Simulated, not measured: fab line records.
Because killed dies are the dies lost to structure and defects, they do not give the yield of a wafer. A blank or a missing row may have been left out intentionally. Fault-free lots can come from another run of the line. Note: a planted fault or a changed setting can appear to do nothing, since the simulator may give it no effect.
Matching of chambers ; flow sky130 ; 4 sister chambers for SKY_VIA2_ETCH_15 on rie-diel-01
The step etches SiO2 in C4F8/O2/Ar, stops on TiN, target depth 546 nm, time 84 s. 8 wafers are shown with their chamber, then 8 later ones without.

EACH WAFER AND ITS CHAMBER
wafer;chamber;oes-product-au (a.u.)
L275.2;3;0.941
L278.2;1;0.939
L278.4;2;0.939
L278.6;0;0.932
L279.3;0;0.934
L279.4;1;0.935
L279.5;3;0.945
L286.1;2;0.939

WAFERS MISSING THEIR CHAMBER
wafer;oes-product-au (a.u.)
L286.2;0.940
L286.6;0.941
L287.2;0.946
L287.3;0.933
L287.6;0.949
L288.1;0.944
L288.3;0.939
L288.5;0.937

THE CHAMBER EACH PASSED THROUGH
wafer;from the rows above;in truth
L286.2;can't be placed: 2 or 1 or 3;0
L286.6;can't be placed: 2 or 3 or 1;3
L287.2;can't be placed: 3 or 2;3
L287.3;can't be placed: 0 or 1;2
L287.6;can't be placed: 3 or 2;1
L288.1;can't be placed: 3 or 2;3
L288.3;can't be placed: 2 or 1 or 3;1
L288.5;can't be placed: 1 or 2 or 0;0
0 of 8 placed correctly. Can't be placed from these rows: 8 (the true chamber is among the candidates in 5). Placed wrongly: 0.
How it was worked out, from the rows above alone: a wafer's distance from a chamber is the root of the sum, over the readings, of the square of ((its reading less the chamber's mean) divided by the reading's scatter). The wafer belongs to the nearest chamber; if the next one is less than 2 further off, it can't be placed. The mean given for a chamber averages the wafers shown for that chamber. The scatter is the square root of a quotient: the sum, over the shown wafers, of each reading's squared deviation from its chamber's mean, divided by wafers minus chambers.
